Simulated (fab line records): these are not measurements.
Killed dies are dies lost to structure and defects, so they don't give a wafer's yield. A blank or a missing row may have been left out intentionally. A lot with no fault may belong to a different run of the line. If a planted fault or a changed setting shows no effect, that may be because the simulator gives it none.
fab line records	flow sky130
[record] lots = 5	wafers = 15	last-day = 49
route steps=708 shown CONTACT@424 METAL1@434 VIA1@458 PAD_OPEN@708
lots with no fault: from the same line, run without faults
start-h: hours from the record's opening day to when the first of the lot's shown wafers began	wait-h: how many hours have passed since the lot's step before this one	" same as the row above	L1.1+2: several wafers, shown together as one row	- no value, or no start was given	* or withheld: withheld	< > ~ a bound
route shown NAME@n: a module of which the file shows steps, and the number in the route of the first	usual: the fault-free wafers' mean and standard deviation	same: alike in all rows	chamber/n: place in a boat	sites: each site's reading	_std_site: their standard deviation	_edge_site: mean of outer sites minus mean of inner sites	radius-mm: how far each site lies from the wafer's centre	mask NAME#n: copy n	behind: the most recent tool/chamber to have shaped the wafer	hold: the reason the lot was held/the length of the hold in hours/how it ended	device: the n, p or np transistor that did not switch	end of line: tests run on the same wafers once the route is complete	where a step has no rows: the recipe by itself	killed: the dies lost at the first sort to structure and to defects; this is not the yield of the wafer	map: the dies of a wafer, with x for killed, . for not killed, _ for no die there
set.NAME: the setting as run; set.NAME@STEP: as run at that earlier step	model.NAME: the simulator's own value behind a step, which no gauge read
a table for each step, a row for each wafer; lots at some steps of the route
services: from which hour (start-h, from the record's first day; less than 0 if before it) a tool's chamber was out of use, for how many hours, and why
[[steps]]
[step SKY_CONTACT_ETCH_18]
[recipe] target = Si3N4	chemistry = CHF3/O2	stop-on = TiN	source-w = 600	bias-w = 200	pressure-mtorr = 40	chf3-flow-sccm = 50	O2_flow_sccm = 5	time-s = 39	target-depth-a = 750
[step SKY_CONTACT_STRIP_19]
[recipe] chemistry = O2/N2	power-w = 1400	pressure-mtorr = 1500	platen-temp-c = withheld	o2-flow-sccm = 3000	n2-flow-sccm = 300	overash-fraction = 0.5
[step SKY_CONTACT_STRIP_20]
[recipe] chemistry = post-etch-residue-remover	time-s = 1200	temp-c = 72.5
[step SKY_CONTACT_CLEAN_21]
[recipe] chemistry = IPA	time-s = 180	temp-c = 25
[step SKY_CONTACT_CLEAN_22]
[recipe] chemistry = O3/DIW	dry = n2-spin
[step SKY_CONTACT_SPUTTER_23]
[recipe] material = TiN	target-thk-nm = 20	chamber-pressure-pa = 5	power-w = 4000	time-s = 80
[step SKY_CONTACT_CVD_24]
[recipe] material = W	target-thk-nm = 340	time-s = 102.12	temp-c = 400	pressure-torr = 40
[usual] heater-power-w = 839/50
lot.wafer	tool	chamber	start-h	wait-h	heater-power-w	since-wet-clean-h
L387.2	cvd-w-01	0	776.19	0.0	818	872
L387.3	"	1	"	"	907	-
L387.6	"	0	"	"	796	-
L388.1	cvd-w-01	1	781.07	0.0	888	877
L388.5	"	0	"	"	801	-
L388.6	"	1	"	"	872	-
L390.2	cvd-w-01	1	791.80	0.0	875	888
L390.3	"	1	"	"	871	-
L390.6	"	1	"	"	862	-
L391.4	cvd-w-01	1	798.55	0.1	909	-
L391.5	"	1	"	"	886	-
L391.6	"	1	"	"	859	-
L403.1	cvd-w-02	0	884.01	0.0	773	480
L403.5	"	1	"	"	895	-
L403.6	"	0	"	"	784	-
[step SKY_CONTACT_RS_MEAS_25]
[recipe] thk-meas-gauge = four-point-probe	reads = W_of_CONTACT_CVD_24+TiN_of_CONTACT_SPUTTER_23
[usual] CONTACT_W_RS = 0.337/0.0038
lot.wafer	tool	chamber	start-h	wait-h	CONTACT_W_RS[ohm/sq]
L387.2	film-metro-03	-	776.32	0.1	0.329
L387.3	"	-	"	"	0.340
L387.6	"	-	"	"	0.335
L388.1	film-metro-04	-	781.18	0.1	0.337
L388.5	"	-	"	"	0.329
L388.6	"	-	"	"	0.337
L390.2	film-metro-02	-	791.93	0.1	0.341
L390.3	"	-	"	"	0.338
L390.6	"	-	"	"	0.335
L391.4	film-metro-02	-	798.72	0.1	0.339
L391.5	"	-	"	"	0.339
L391.6	"	-	"	"	0.341
L403.1	film-metro-04	-	884.12	0.1	0.338
L403.5	"	-	"	"	0.335
L403.6	"	-	"	"	0.340
[step SKY_CONTACT_THK_MEAS_26]
[recipe] thk-meas-gauge = xrf	reads = W_of_CONTACT_CVD_24
[usual] CONTACT_W_THK = 338/5.4
lot.wafer	tool	chamber	start-h	wait-h	CONTACT_W_THK[nm]
L387.2	film-metro-03	-	776.43	0.1	344
L387.3	"	-	"	"	334
L387.6	"	-	"	"	337
L388.1	film-metro-04	-	781.30	0.1	343
L388.5	"	-	"	"	349
L388.6	"	-	"	"	337
L390.2	film-metro-02	-	792.04	0.1	328
L390.3	"	-	"	"	333
L390.6	"	-	"	"	333
L391.4	film-metro-02	-	798.81	0.1	331
L391.5	"	-	"	"	330
L391.6	"	-	"	"	327
L403.1	film-metro-04	-	884.24	0.1	342
L403.5	"	-	"	"	344
L403.6	"	-	"	"	340
[step SKY_CONTACT_CMP_27]
[recipe] stop-on = SiO2	t-overpolish-s = 15	down-force-psi = 3.5	platen-rpm = 60	target-thk-nm = 0	pad-velocity-m-s = 0.94248
[usual] motor-current-A = 10.6/1	overpolish-run-s = 15.000/0.0089	slurry-filter-dp-kPa = 13.51/0.14	time-to-endpoint-s = 84/3
lot.wafer	tool	chamber	start-h	wait-h	motor-current-A	overpolish-run-s	slurry-filter-dp-kPa	time-to-endpoint-s
L387.3	cmp-01	3	776.48	0.0	10.5	14.998	13.56	80
L387.2	"	2	"	"	12.1	14.998	13.51	82
L387.6	"	0	"	"	12.5	15.009	13.56	80
L388.1	cmp-02	0	781.36	0.1	10.8	15.008	13.56	86
L388.6	"	0	"	"	10.1	14.997	13.45	82
L388.5	"	1	"	"	10.6	14.994	13.29	87
L390.3	cmp-02	2	792.27	0.2	9.3	15.003	13.70	85
L390.2	"	0	"	"	10.7	14.997	13.52	84
L390.6	"	1	"	"	10.2	14.995	13.41	86
L391.4	cmp-02	0	798.89	0.1	10.2	15.003	13.41	87
L391.5	"	3	"	"	9.7	15.007	13.71	85
L391.6	"	0	"	"	10.3	15.004	13.54	86
L403.1	cmp-01	3	884.40	0.1	11.3	15.001	13.49	75
L403.5	"	1	"	"	10.3	15.004	13.51	82
L403.6	"	2	"	"	12.1	14.999	13.60	78
[step SKY_METAL1_SPUTTER_00]
[recipe] material = Ti	target-thk-nm = 15	power-w = 3000	time-s = 10	chamber-pressure-pa = 0.4
[step SKY_METAL1_SPUTTER_01]
[recipe] material = TiN	target-thk-nm = 20	power-w = 6500	time-s = 16.7	chamber-pressure-pa = 0.4
[step SKY_METAL1_SPUTTER_02]
[recipe] material = AlCu	target-thk-nm = 250	power-w = 10600	time-s = 13.3	chamber-pressure-pa = 0.4
[usual] throttle-valve-pct = 30.4/1.4
lot.wafer	tool	chamber	start-h	wait-h	throttle-valve-pct
L387.2	pvd-sputter-03	-	776.83	0.0	29.5
L387.3	"	-	"	"	33.0
L387.6	"	-	"	"	29.2
L388.1	pvd-sputter-04	-	781.70	0.0	28.4
L388.5	"	-	"	"	29.7
L388.6	"	-	"	"	31.8
L390.2	pvd-sputter-04	-	792.57	0.0	29.9
L390.3	"	-	"	"	28.1
L390.6	"	-	"	"	32.1
L391.4	pvd-sputter-03	-	799.19	0.0	29.1
L391.5	"	-	"	"	31.1
L391.6	"	-	"	"	33.2
L403.1	pvd-sputter-04	-	884.65	0.0	31.8
L403.5	"	-	"	"	29.5
L403.6	"	-	"	"	29.7
[step SKY_METAL1_SPUTTER_03]
[recipe] material = Ti	target-thk-nm = 5	power-w = 3000	time-s = 3.3	chamber-pressure-pa = 0.4
[step SKY_METAL1_SPUTTER_04]
[recipe] material = TiN	target-thk-nm = 70	power-w = 6500	time-s = 58.3	chamber-pressure-pa = 0.4
[step SKY_METAL1_RS_MEAS_05]
[recipe] thk-meas-gauge = four-point-probe	reads = TiN_of_METAL1_SPUTTER_04+Ti_of_METAL1_SPUTTER_03+AlCu_of_METAL1_SPUTTER_02+TiN_of_METAL1_SPUTTER_01+Ti_of_METAL1_SPUTTER_00
[usual] METAL1_ALCU_RS = 0.1271/0.0012
lot.wafer	tool	chamber	start-h	wait-h	METAL1_ALCU_RS[ohm/sq]
L387.2	film-metro-04	-	776.94	0.0	0.1265
L387.3	"	-	"	"	0.1265
L387.6	"	-	"	"	0.1266
L388.1	film-metro-04	-	781.80	0.0	0.1290
L388.5	"	-	"	"	0.1287
L388.6	"	-	"	"	0.1281
L390.2	film-metro-03	-	792.68	0.0	0.1256
L390.3	"	-	"	"	0.1260
L390.6	"	-	"	"	0.1263
L391.4	film-metro-04	-	799.34	0.1	0.1254
L391.5	"	-	"	"	0.1254
L391.6	"	-	"	"	0.1256
L403.1	film-metro-04	-	884.74	0.0	0.1261
L403.5	"	-	"	"	0.1266
L403.6	"	-	"	"	0.1276
[step SKY_METAL1_THK_MEAS_06]
[recipe] thk-meas-gauge = xrf	reads = AlCu_of_METAL1_SPUTTER_02
[usual] METAL1_ALCU_THK = 252.5/2.6
lot.wafer	tool	chamber	start-h	wait-h	METAL1_ALCU_THK[nm]
L387.2	film-metro-04	-	777.05	0.1	253.7
L387.3	"	-	"	"	255.1
L387.6	"	-	"	"	253.8
L388.1	film-metro-04	-	781.92	0.1	249.1
L388.5	"	-	"	"	250.5
L388.6	"	-	"	"	251.7
L390.2	film-metro-03	-	792.79	0.1	252.6
L390.3	"	-	"	"	254.6
L390.6	"	-	"	"	255.5
L391.4	film-metro-04	-	799.43	0.1	256.2
L391.5	"	-	"	"	257.5
L391.6	"	-	"	"	257.0
L403.1	film-metro-04	-	884.86	0.1	252.3
L403.5	"	-	"	"	253.2
L403.6	"	-	"	"	250.1
[step SKY_METAL1_DEHYDRATE_07]
[recipe] temp-c = 200	time-s = 60
[step SKY_METAL1_HMDS_08]
[recipe] prime-time-s = 60	prime-temp-c = 120
[step SKY_METAL1_COAT_09]
[recipe] resist = BARC	temp-c = withheld	time-s = withheld	spin-rpm = 3000	resist-thk-nm = 60
[step SKY_METAL1_COAT_10]
[recipe] resist = KrF-thick	spin-rpm = 3000	resist-thk-nm = 450
[step SKY_METAL1_SOFTBAKE_11]
[recipe] temp-c = 100	time-s = 90	resist = KrF-thick
[step SKY_METAL1_EXPOSE_12]
[recipe] mask-id = MM1	na = 0.8	source-shape = annular	sigma-inner = 0.55	sigma-outer = 0.85	target-cd-nm = 140	dose-mj = 28
[step SKY_METAL1_PEB_13]
[recipe] peb-temp-c = withheld	peb-time-s = withheld	resist = KrF-thick
[step SKY_METAL1_DEVELOP_14]
[recipe] develop-time-s = 60	resist = KrF-thick	dev-temp-c = 21
[step SKY_METAL1_CD_MEAS_15]
[recipe] target-cd-nm = 140
[usual] cd-nm = 139.4/1.5
lot.wafer	tool	chamber	start-h	wait-h	cd-nm
L387.2	cd-sem-01	-	804.48	-	139.0
L387.3	"	-	"	"	137.1
L387.6	"	-	"	"	140.2
L388.1	cd-sem-02	-	807.86	-	138.4
L388.5	"	-	"	"	139.0
L388.6	"	-	"	"	138.2
L390.2	cd-sem-02	-	818.62	-	138.8
L390.3	"	-	"	"	137.2
L390.6	"	-	"	"	137.6
L391.4	cd-sem-02	-	825.63	-	138.7
L391.5	"	-	"	"	140.4
L391.6	"	-	"	"	140.1
L403.1	cd-sem-01	-	909.23	-	143.2
L403.5	"	-	"	"	141.1
L403.6	"	-	"	"	142.6
[step SKY_METAL1_OVL_MEAS_16]
[usual] METAL1_OVL = 9/5.7
lot.wafer	tool	chamber	start-h	wait-h	METAL1_OVL[nm]
L387.2	overlay-02	-	804.61	0.1	8
L387.3	"	-	"	"	3
L387.6	"	-	"	"	5
L388.1	overlay-02	-	807.98	0.1	13
L388.5	"	-	"	"	11
L388.6	"	-	"	"	3
L390.2	overlay-02	-	818.72	0.1	9
L390.3	"	-	"	"	15
L390.6	"	-	"	"	6
L391.4	overlay-02	-	825.70	0.1	4
L391.5	"	-	"	"	11
L391.6	"	-	"	"	6
L403.1	overlay-02	-	909.35	0.1	9
L403.5	"	-	"	"	2
L403.6	"	-	"	"	2
[step SKY_METAL1_DESCUM_17]
[recipe] chemistry = O2	source-power-w = 150	bias-power-w = 0	pressure-mtorr = 10	temp-c = 40	time-s = 8
[step SKY_METAL1_ETCH_18]
[recipe] chemistry = N2/H2	target = BARC	ion-energy-ev = 200	bias-w = 100	pressure-mtorr = 30	n2-flow-sccm = 100	h2-flow-sccm = 200	icp-w = 500	stop-on = SiO2	time-s = 45.9	target-depth-a = 600
[step SKY_METAL1_METAL_ETCH_19]
[recipe] target-depth-a = 3600	stop-on = SiO2	over-etch-frac = 0.3	time-s = 78	chemistry = Cl2/BCl3	resist-sidewall-deg = 88	pressure-mtorr = 10	icp-w = 900	bias-w = 48.5	Cl2_flow_sccm = 60	bcl3-flow-sccm = 30
[usual] drypump-motor-current-A = 5.9/0.5	oes-product-au = 0.853/0.0056	throttle-valve-pct = 22.263/0.0091
lot.wafer	tool	chamber	start-h	wait-h	drypump-motor-current-A	oes-product-au	rf-hours-counter-h	throttle-valve-pct
L387.2	rie-metal-01	0	804.74	0.0	6.0	0.853	4	22.260
L387.3	"	1	"	"	6.2	0.853	-	22.259
L387.6	"	1	"	"	6.1	0.855	-	22.258
L388.1	rie-metal-02	1	808.12	0.0	6.6	0.847	13	22.266
L388.5	"	1	"	"	6.6	0.840	-	22.261
L388.6	"	0	"	"	5.2	0.848	-	22.262
L390.2	rie-metal-01	0	818.85	0.0	5.9	0.862	5	22.254
L390.3	"	0	"	"	5.9	0.850	-	22.246
L390.6	"	0	"	"	5.9	0.864	-	22.278
L391.4	rie-metal-02	0	826.00	0.1	5.2	0.853	-	22.270
L391.5	"	0	"	"	5.2	0.854	-	22.263
L391.6	"	0	"	"	5.2	0.855	-	22.278
L403.1	rie-metal-03	1	909.48	0.0	6.2	0.850	3	22.260
L403.5	"	0	"	"	5.4	0.847	-	22.265
L403.6	"	1	"	"	6.2	0.849	-	22.272
[step SKY_METAL1_STRIP_20]
[recipe] chemistry = O2/N2	power-w = 1400	pressure-mtorr = 1500	platen-temp-c = withheld	o2-flow-sccm = 3000	n2-flow-sccm = 300	overash-fraction = 0.5
[usual] drypump-motor-current-A = 5.6/0.36	oes-product-au = 0.344/0.0047	strip-time-to-endpoint-s = 2.709/0.028
lot.wafer	tool	chamber	start-h	wait-h	drypump-motor-current-A	oes-product-au	rf-hours-counter-h	strip-time-to-endpoint-s
L387.2	plasma-asher-02	1	804.83	0.1	5.2	0.342	38	2.708
L387.3	"	0	"	"	6.4	0.349	-	2.747
L387.6	"	1	"	"	5.2	0.349	-	2.740
L388.1	plasma-asher-04	0	808.21	0.1	5.3	0.346	6	2.710
L388.5	"	1	"	"	5.7	0.351	-	2.743
L388.6	"	0	"	"	5.3	0.342	-	2.659
L390.2	plasma-asher-04	1	818.94	0.1	5.6	0.346	7	2.745
L390.3	"	0	"	"	5.3	0.351	-	2.748
L390.6	"	0	"	"	5.3	0.347	-	2.733
L391.4	plasma-asher-02	1	826.12	0.1	5.2	0.342	-	2.689
L391.5	"	0	"	"	6.4	0.347	-	2.695
L391.6	"	1	"	"	5.2	0.346	-	2.696
L403.1	plasma-asher-04	0	909.57	0.1	5.3	0.341	16	2.759
L403.5	"	0	"	"	5.3	0.343	-	2.696
L403.6	"	1	"	"	5.6	0.340	-	2.740
[step SKY_METAL1_STRIP_21]
[recipe] chemistry = post-etch-residue-remover	time-s = 1200	temp-c = 72.5
[step SKY_METAL1_CLEAN_22]
[recipe] chemistry = IPA	time-s = 180	temp-c = 25
[step SKY_METAL1_CLEAN_23]
[recipe] chemistry = O3/DIW	dry = n2-spin
[step SKY_VIA1_HDPCVD_00]
[recipe] material = SiO2	target-thk-nm = 1030	sigma-open-frac = 0.3	time-s = 171.7	temp-c = 400	sih4-flow-sccm = 60	pressure-mtorr = 6
[step SKY_VIA1_THK_MEAS_01]
[recipe] reads = SiO2_of_VIA1_HDPCVD_00
[usual] VIA1_HDPCVD_THK = 1036/10
lot.wafer	tool	chamber	start-h	wait-h	VIA1_HDPCVD_THK[nm]
L387.2	film-metro-01	-	805.58	0.1	1049
L387.3	"	-	"	"	1041
L387.6	"	-	"	"	1033
L388.1	film-metro-02	-	808.92	0.1	1030
L388.5	"	-	"	"	1040
L388.6	"	-	"	"	1052
L390.2	film-metro-01	-	819.68	0.1	1029
L390.3	"	-	"	"	1034
L390.6	"	-	"	"	1027
L391.4	film-metro-03	-	826.86	0.0	1032
L391.5	"	-	"	"	1036
L391.6	"	-	"	"	1034
L403.1	film-metro-03	-	910.28	0.1	1029
L403.5	"	-	"	"	1033
L403.6	"	-	"	"	1035
[step SKY_VIA1_CMP_02]
[recipe] material = SiO2	down-force-psi = 4	platen-rpm = 60	pad-velocity-m-s = 0.94248
[usual] motor-current-A = 11.9/1.1	slurry-filter-dp-kPa = 13.49/0.14
lot.wafer	tool	chamber	start-h	wait-h	motor-current-A	slurry-filter-dp-kPa
L387.2	cmp-01	1	805.68	0.1	11.6	13.19
L387.3	"	3	"	"	12.2	13.63
L387.6	"	1	"	"	11.5	13.40
L388.1	cmp-02	0	809.13	0.2	11.2	13.48
L388.6	"	1	"	"	11.8	13.40
L388.5	"	2	"	"	10.5	13.44
L390.3	cmp-01	1	819.78	0.1	12.0	13.35
L390.2	"	3	"	"	11.7	13.68
L390.6	"	0	"	"	13.4	13.19
L391.4	cmp-02	3	826.94	0.1	11.2	13.41
L391.6	"	2	"	"	10.2	13.40
L391.5	"	3	"	"	10.4	13.46
L403.1	cmp-01	2	910.49	0.2	13.9	13.61
L403.6	"	3	"	"	11.6	13.47
L403.5	"	0	"	"	14.2	13.29
[step SKY_VIA1_BOW_MEAS_03]
[recipe] mode = bow
[usual] VIA1_BOW = 81/7.1
lot.wafer	tool	chamber	start-h	wait-h	VIA1_BOW[um]
L387.2	film-metro-01	-	805.95	0.2	88
L387.3	"	-	"	"	81
L387.6	"	-	"	"	80
L388.1	film-metro-01	-	809.28	0.1	71
L388.5	"	-	"	"	80
L388.6	"	-	"	"	71
L390.2	film-metro-02	-	820.05	0.1	61
L390.3	"	-	"	"	68
L390.6	"	-	"	"	79
L391.4	film-metro-01	-	827.25	0.3	91
L391.5	"	-	"	"	90
L391.6	"	-	"	"	82
L403.1	film-metro-01	-	910.64	0.1	77
L403.5	"	-	"	"	81
L403.6	"	-	"	"	80
[step SKY_VIA1_DEHYDRATE_04]
[recipe] temp-c = 200	time-s = 60
[step SKY_VIA1_HMDS_05]
[recipe] prime-time-s = 60	prime-temp-c = 120
[step SKY_VIA1_COAT_06]
[recipe] resist = BARC	temp-c = withheld	time-s = withheld	spin-rpm = 3000	resist-thk-nm = 60
[step SKY_VIA1_COAT_07]
[recipe] resist = KrF-thick	spin-rpm = 3000	resist-thk-nm = 450
[step SKY_PAD_OPEN_PROBE_99]
[usual] defect-limited-yield = 82.5/2	killed_at_M0_to_M3 = 43/7.1	killed_at_M4_up = 3.3/2	killed-at-contacts = 24/5.1	killed-at-front-end = 15/4.6	killed-at-other = 0.3/0.6	killed-dies = 86/9.6	killed-open = 46/7.3	killed-short = 39/6.7	sort_bin_3_pad_short = 0.9/0.44	sort_bin_5_function = 10.4/1.5	sort_bin_6_memory = 6.2/1.1	sort-n-pass = 406/9.6	sort-yield-pct = 82.5/2
[same] gross-dies = 492	killed-at-back-side = 0	sort_bin_4_leakage[%] = 0	sort_bin_8_speed[%] = 0
lot.wafer	tool	chamber	start-h	wait-h	defect-limited-yield[%]	killed_at_M0_to_M3	killed_at_M4_up	killed-at-contacts	killed-at-front-end	killed-at-other	killed-dies	killed-open	killed-short	sort_bin_3_pad_short[%]	sort_bin_5_function[%]	sort_bin_6_memory[%]	sort-n-pass	sort-yield-pct[%]	model.etest.tester.sort-n-pass	model.etest.tester.sort-yield-pct	model.etest.tester.sort_bin_5_pct	model.etest.tester.sort_bin_3_pct	model.etest.tester.sort_bin_6_pct
L387.2	prober-02	-	1108.37	0.1	80.7	56	1	23	15	0	95	51	44	1.0	10.8	7.5	397	80.7	397	80.69	10.77	1.016	7.52
L387.3	prober-02	-	1108.42	0.2	84.8	47	2	17	9	0	75	41	34	1.0	8.3	5.9	417	84.8	417	84.76	8.333	1.016	5.894
L387.6	prober-02	-	1108.57	0.2	81.5	55	5	24	7	0	91	45	46	1.0	9.6	7.9	401	81.5	401	81.5	9.553	1.016	7.927
L388.1	prober-01	-	1110.73	0.1	81.5	46	2	23	20	0	91	55	35	1.0	11.4	6.1	401	81.5	401	81.5	11.38	1.016	6.098
L388.5	prober-01	-	1110.93	0.2	80.1	50	5	27	15	1	98	42	56	1.0	12.6	6.3	394	80.1	394	80.08	12.6	1.016	6.301
L388.6	prober-01	-	1110.98	0.2	82.3	50	1	22	14	0	87	44	43	1.0	11.4	5.3	405	82.3	405	82.32	11.38	1.016	5.285
L390.2	prober-01	-	1119.72	0.1	85.0	37	0	21	16	0	74	42	32	1.0	7.5	6.5	418	85.0	418	84.96	7.52	1.016	6.504
L390.3	prober-01	-	1119.77	0.2	83.5	40	1	25	15	0	81	42	38	1.0	10.0	5.5	411	83.5	411	83.54	9.959	1.016	5.488
L390.6	prober-01	-	1119.92	0.2	83.9	41	4	24	10	0	79	34	44	1.2	10.6	4.3	413	83.9	413	83.94	10.57	1.22	4.268
L391.4	prober-02	-	1125.58	0.2	81.7	45	4	34	7	0	90	49	41	1.0	10.4	6.9	402	81.7	402	81.71	10.37	1.016	6.911
L391.5	prober-02	-	1125.63	0.2	73.2	101	4	25	2	0	132	42	28	3.3	16.9	6.7	360	73.2	360	73.17	16.87	3.252	6.707
L391.6	prober-02	-	1125.68	0.2	84.3	37	4	23	13	0	77	41	35	0.6	8.7	6.3	415	84.3	415	84.35	8.74	0.6098	6.301
L403.1	prober-02	-	1182.88	0.1	81.3	52	3	26	11	0	92	39	52	1.0	11.4	6.3	400	81.3	400	81.3	11.38	1.016	6.301
L403.5	prober-02	-	1183.08	0.2	85.0	31	3	26	13	1	74	37	36	0.8	10.0	4.3	418	85.0	418	84.96	9.959	0.813	4.268
L403.6	prober-02	-	1183.13	0.2	81.9	54	0	18	16	1	89	40	47	1.4	10.6	6.1	403	81.9	403	81.91	10.57	1.423	6.098
// killed by level:class
L387.2 VIA2:geometric-particle:open=13 LI_CONTACT:geometric-particle:open=9 VIA1:geometric-particle:open=8 METAL1:geometric-particle:short=7 METAL2:geometric-particle:short=6 VIA2:geometric-particle:short=6 LOCAL_INTERCONNECT:geometric-particle:short=5 CONTACT:geometric-particle:open=5
L387.3 VIA1:geometric-particle:open=9 VIA3:geometric-particle:open=9 LI_CONTACT:geometric-particle:open=6 VIA2:geometric-particle:open=6 METAL1:geometric-particle:short=5 FIELD_ISO:geometric-particle:open=4 CONTACT:geometric-particle:short=4 VIA1:geometric-particle:short=4
L387.6 VIA2:geometric-particle:open=12 VIA1:geometric-particle:open=9 CONTACT:geometric-particle:short=8 VIA3:geometric-particle:open=7 LOCAL_INTERCONNECT:geometric-particle:short=6 METAL2:geometric-particle:short=6 METAL1:geometric-particle:short=6 LI_CONTACT:geometric-particle:open=5
L388.1 VIA1:geometric-particle:open=15 CONTACT:geometric-particle:open=8 POLY_GATE:geometric-particle:open=7 VIA2:geometric-particle:open=6 VIA1:geometric-particle:short=5 METAL2:geometric-particle:short=5 FIELD_ISO:geometric-particle:short=4 LI_CONTACT:geometric-particle:open=4
L388.5 LI_CONTACT:geometric-particle:open=9 METAL1:geometric-particle:short=9 METAL2:geometric-particle:short=7 VIA1:geometric-particle:short=6 LOCAL_INTERCONNECT:geometric-particle:short=6 VIA1:geometric-particle:open=6 VIA2:geometric-particle:short=6 CONTACT:geometric-particle:open=5
L388.6 LI_CONTACT:geometric-particle:open=9 VIA1:geometric-particle:open=8 VIA3:geometric-particle:open=7 METAL1:geometric-particle:short=6 METAL2:geometric-particle:short=6 VIA2:geometric-particle:short=6 POLY_GATE:geometric-particle:open=5 CONTACT:geometric-particle:short=4
L390.2 VIA1:geometric-particle:open=11 VIA3:geometric-particle:open=7 CONTACT:geometric-particle:open=6 LOCAL_INTERCONNECT:geometric-particle:short=5 CONTACT:geometric-particle:short=5 FIELD_ISO:geometric-particle:short=4 POLY_GATE:geometric-particle:open=4 VIA1:geometric-particle:short=4
L390.3 VIA1:geometric-particle:open=14 CONTACT:geometric-particle:open=10 METAL2:geometric-particle:short=7 VIA3:geometric-particle:open=6 FIELD_ISO:geometric-particle:short=5 POLY_GATE:geometric-particle:short=5 LI_CONTACT:geometric-particle:open=5 VIA1:geometric-particle:short=5
L390.6 METAL2:geometric-particle:short=9 VIA1:geometric-particle:open=8 CONTACT:geometric-particle:open=8 VIA3:geometric-particle:open=7 METAL1:geometric-particle:short=6 CONTACT:geometric-particle:short=6 POLY_GATE:geometric-particle:short=4 LI_CONTACT:geometric-particle:open=4
L391.4 LI_CONTACT:geometric-particle:open=10 VIA1:geometric-particle:open=8 CONTACT:geometric-particle:short=7 CONTACT:geometric-particle:open=7 VIA2:geometric-particle:open=7 LOCAL_INTERCONNECT:geometric-particle:short=6 METAL1:geometric-particle:short=6 VIA3:geometric-particle:short=5
L391.5 METAL1:unspecified=62 CONTACT:geometric-particle:open=10 VIA1:geometric-particle:open=9 LI_CONTACT:geometric-particle:open=8 METAL1:geometric-particle:short=7 VIA3:geometric-particle:open=5 METAL3:geometric-particle:short=4 LI_CONTACT:geometric-particle:short=3
L391.6 VIA1:geometric-particle:open=11 CONTACT:geometric-particle:open=9 LI_CONTACT:geometric-particle:open=7 METAL1:geometric-particle:short=6 VIA3:geometric-particle:open=6 LOCAL_INTERCONNECT:geometric-particle:short=4 VIA1:geometric-particle:short=4 METAL2:geometric-particle:short=3
L403.1 VIA1:geometric-particle:short=14 METAL1:geometric-particle:short=10 CONTACT:geometric-particle:open=10 VIA1:geometric-particle:open=8 LOCAL_INTERCONNECT:geometric-particle:short=7 POLY_GATE:geometric-particle:short=6 VIA3:geometric-particle:open=5 METAL2:geometric-particle:short=5
L403.5 LI_CONTACT:geometric-particle:open=8 VIA1:geometric-particle:open=8 CONTACT:geometric-particle:open=7 METAL1:geometric-particle:short=7 LI_CONTACT:geometric-particle:short=4 CONTACT:geometric-particle:short=4 VIA2:geometric-particle:short=4 SPACER:geometric-particle:open=3
L403.6 METAL1:geometric-particle:short=13 VIA1:geometric-particle:open=9 CONTACT:geometric-particle:open=6 VIA1:geometric-particle:short=6 VIA3:geometric-particle:open=6 LI_CONTACT:geometric-particle:open=5 FIELD_ISO:geometric-particle:short=4 VIA2:geometric-particle:open=4
// map L391.5 (x killed, . not)
__________.x.x......_________
________.......x....x._______
______xxx......xx..xx.x._____
_____..x....x............____
____..x.xx.x...........x.x___
___.......x.....x..........__
__............x............._
_..x......................x.x
_...............x.......x....
_......x........xx........x..
_......x....xx.xxx.......x...
_.......x...x.xxx..xx......x.
_......x.xxxxxxxxxx.....x.x.x
_x....x...xxxxxxxxxx.........
_.......x..xxxxxxxxx.........
__....x..x.xxxxxxx.x...xx.x._
___.x......xxxxxxxx.......x__
____......xxxxxxxx..xxxx.x___
_____.x....x.xxxx.x......____
______......xx......x..._____
________xx............_______
__________.......x.._________
// map L387.2 (x killed, . not)
__________...x.....x_________
________......xxx..x.._______
______x..x......xx...xx._____
_____.....xx.x..xx..xx.x.____
____.x..............x.....___
___..........x.......xx.xx.__
__...x....x.......x........._
_........xx.x...x.....x.x....
_x.x..............x..xx......
_x............x......x.......
_..x...x..xx..x..............
_x......x..........x...x.....
_.........x......x..x.....xxx
_.x...............xx...x.....
_......x...x..x...x....xxx...
__....xx.x..x.x.......x....._
___.x..x..............xx...__
____x......x...x..........___
_____..xx....x....x...xx.____
______...x....x.....x..._____
________.....x.x......_______
__________..x......._________
[[services]]
tool	chamber	start-h	hours	kind
cvd-w-02	-	753.89	0.3	repair
rie-metal-02	-	756.43	0.3	repair
cmp-02	-	762.45	1.9	repair
cvd-w-01	-	764.98	0.2	repair
pvd-sputter-04	0	776.16	-	consumable-replace:kit
pvd-sputter-04	0	776.16	18.0	scheduled-down
cvd-w-02	-	786.78	6.9	pm
cmp-01	-	788.27	5.7	pm
rie-metal-03	-	793.13	0.2	repair
cvd-w-02	1	796.58	5.9	repair
plasma-asher-02	-	797.45	2.8	pm
cvd-w-01	0	798.14	3.3	repair
cvd-w-01	-	827.97	2.8	pm
cmp-01	-	853.36	0.3	repair
rie-metal-03	0	856.76	10.4	repair
pvd-sputter-03	-	882.81	15.7	repair
plasma-asher-02	-	883.86	8.6	repair
plasma-asher-02	-	884.26	3.9	repair
pvd-sputter-03	-	884.85	2.9	repair
rie-metal-03	1	897.38	2.3	repair
cvd-w-01	-	904.00	14.0	pm
cvd-w-01	0	904.00	14.0	vent-cycle
cvd-w-01	1	904.00	14.0	vent-cycle
cmp-02	-	907.98	4.4	repair
[[key]]
[first-sign] step = SKY_PAD_OPEN_PROBE_99	reading = killed_at_M0_to_M3	direction = up	sigmas = 8.2	usual = 43	struck = 101
[effect] step = SKY_PAD_OPEN_PROBE_99	reading = sort_bin_3_pad_short	direction = up	sigmas = 5.3	usual = 0.9	struck = 3.3
[model-effect] step = SKY_PAD_OPEN_PROBE_99	value = etest.tester.sort-n-pass	without = 413	struck = 360
met-at SKY_METAL1_SPUTTER_02
struck-wafers L391.5
[fault] kind = chamber-particle-source	tool = pvd-sputter-03	chamber = -	onset-h = 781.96	steps = SKY_METAL1_SPUTTER_02	rate-per-visit-cm2 = 1.0664	end-h = 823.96	scope = struck-wafers-only
